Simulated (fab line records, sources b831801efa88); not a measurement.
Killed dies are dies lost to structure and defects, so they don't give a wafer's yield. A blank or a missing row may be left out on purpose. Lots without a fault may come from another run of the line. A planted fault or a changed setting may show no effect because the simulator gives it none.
A struck lot beside a sound one | flow gf180mcu | 14 steps out of a route of 602
Sound: wafers L307.1, L307.3, L307.5. Struck: wafers L305.4, L305.5, L305.6. The cause comes at the end.
At each step with rows: each side's tool, then ch and its chambers, then its first start. Under that, the readings that differ: sound wafers | struck wafers | difference of the means | sigmas: that difference in standard deviations of wafers without a fault.
alike: readings whose means differ by less than 2 such deviations, and words and numbers that are the same on both sides. not compared: withheld readings, readings that some wafer has no value for, bounds like >300 that may hide the same value, and numbers for which the record gives no deviation and whose values overlap.
The two part at a step that has a row with sigmas, a row that says differs or no value, or rows on one side only. Numbers that don't overlap but have no deviation are shown without sigmas and don't part them. A reading that every wafer of one side lacks parts them only if that side has two wafers or more.

GF_M2_SPUTTER_00: material Ti, target thk 37.5 nm, time 150 s.
  sound on pvd_sputter-02, day 23 18:19; struck on pvd_sputter-02, day 23 01:16
  alike: throttle_valve_pct
GF_M2_SPUTTER_01: material TiN, target thk 30 nm, time 25 s.
  sound on pvd_sputter-02, day 23 18:25; struck on pvd_sputter-02, day 23 01:22
  alike: throttle_valve_pct
GF_M2_SPUTTER_02: material AlCu, target thk 450 nm, time 23.9 s.
  sound on pvd_sputter-02, day 23 18:26; struck on pvd_sputter-02, day 23 01:23
  alike: throttle_valve_pct
GF_M2_SPUTTER_03: material Ti, target thk 10 nm, time 6.7 s.
  sound on pvd_sputter-02, day 23 18:28; struck on pvd_sputter-02, day 23 01:25
  alike: throttle_valve_pct
GF_M2_SPUTTER_04: material TiN, target thk 50 nm, time 41.7 s.
  sound on pvd_sputter-02, day 23 18:29; struck on pvd_sputter-02, day 23 01:26
  alike: throttle_valve_pct
GF_M2_RS_MEAS_05: measures by four-point-probe.
  sound on film_metro-02, day 23 18:32; struck on film_metro-04, day 23 01:32
  alike: M2_ALCU_RS
GF_M2_THK_MEAS_06: measures by xrf.
  sound on film_metro-02, day 23 18:39; struck on film_metro-04, day 23 01:38
  alike: M2_ALCU_THK
then, 5 steps without rows for these wafers: GF_M2_DEHYDRATE_07 (time 60 s); GF_M2_HMDS_08 (prime time 60 s); GF_M2_COAT_09 (resist thk 1000 nm); GF_M2_SOFTBAKE_10 (time 60 s); GF_M2_EXPOSE_11 (exposes mask Metal2, target cd 280 nm).
GF_M2_PEB_12: peb time 90 s.
  sound on litho_track-02 ch 0, day 24 15:29; struck on litho_track-04, day 23 23:44
  no value came back on the struck wafers for chill_plate_temp_C (C), exhaust_pa (Pa); on the sound wafers chill_plate_temp_C (C) reads 22.99 22.83 22.80
then, 1 step without rows for these wafers: GF_M2_DEVELOP_13 (develop time 60 s).

WHERE THEY PART
Only at GF_M2_PEB_12, within this record.

WHY: what the simulator had put in
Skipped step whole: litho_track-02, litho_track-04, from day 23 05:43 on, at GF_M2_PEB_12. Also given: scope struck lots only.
